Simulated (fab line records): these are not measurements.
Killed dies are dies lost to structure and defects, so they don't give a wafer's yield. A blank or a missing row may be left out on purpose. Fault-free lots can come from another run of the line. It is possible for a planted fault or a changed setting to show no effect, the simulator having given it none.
2 desks looking at one fault / flow gf180mcu / every desk sees just its own numbers, and what lay behind them comes last

## AT THE METROLOGY DESK
What the gauges read, lot by lot, whatever tool the lot ran on: means of the sampled wafers that have a number. A lot is out of limits, marked OUT, if its mean lies more than 4 standard deviations from the usual mean; the brackets give that distance.
Columns: A = TOP_METAL_ALCU_RS at GF_TOP_METAL_RS_MEAS_05, usual 0.0326 ohm/sq; B = TOP_METAL_ALCU_THK at GF_TOP_METAL_THK_MEAS_06, usual 901 nm
lot=L495; first seen here=day 27 03:32; A=0.0326; B=902
lot=L501; first seen here=day 29 06:02; A=0.0327; B=895
lot=L502; first seen here=day 29 14:51; A=0.0326; B=905
lot=L503; first seen here=day 29 18:57; A=0.0330; B=893
lot=L504; first seen here=day 30 07:57; A=0.0324; B=908
lot=L505; first seen here=day 30 10:35; A=0.0314; B=938
lot=L506; first seen here=day 30 13:25; A=0.0326; B=902
lot=L507; first seen here=day 30 21:38; A=0.0312; B=941 (+4.1) OUT
lot=L515; first seen here=day 32 23:42; A=0.0326; B=902
lot=L518; first seen here=day 33 14:10; A=0.0328; B=894
This desk reports L507 out of limits; the earliest was L507 at day 30 21:45 (TOP_METAL_ALCU_THK at GF_TOP_METAL_THK_MEAS_06). Within limits: L495, L501, L502, L503, L504, L505, L506, L515, L518.

## FOR THE TOOL OWNER'S DESK: pvdSputter-02
The tool's own readings at GF_TOP_METAL_SPUTTER_02 (material AlCu, target thk 900 nm, time 47.82 s): means of the sampled wafers that have a number, for each lot that ran on this tool. A lot is out of limits, marked OUT, if its mean lies more than 4 standard deviations from the usual mean; the brackets give that distance.
Columns: A = chamberPressurePa at GF_TOP_METAL_SPUTTER_02, usual 0.2999 Pa; B = throttleValvePct at GF_TOP_METAL_SPUTTER_02, usual 29.9 %
lot=L503; first seen here=day 29 18:52; A=0.3001; B=30.1
lot=L504; first seen here=day 30 07:52; A=0.3000; B=30.8
lot=L505; first seen here=day 30 10:30; A=0.2998; B=30.2
lot=L507; first seen here=day 30 21:32; A=0.3000; B=31.1
Result from this desk: across the 4 lots, nothing is out of limits.

## ALL TOGETHER
At day 30 21:45 the metrology desk could have sounded an alarm, on L507.
The tool owner's desk saw nothing out of limits.
The tool owner's desk has L507 on record, within its limits.
The lots listed all ran GF_TOP_METAL_SPUTTER_02 on pvdSputter-02.

## WHAT THE SIMULATOR PUT IN
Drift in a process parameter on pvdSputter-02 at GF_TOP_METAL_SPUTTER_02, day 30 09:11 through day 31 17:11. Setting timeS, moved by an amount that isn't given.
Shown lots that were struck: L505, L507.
Per desk, hours elapsed from the start of the fault to the first reading out of limits: for the metrology desk, 13.
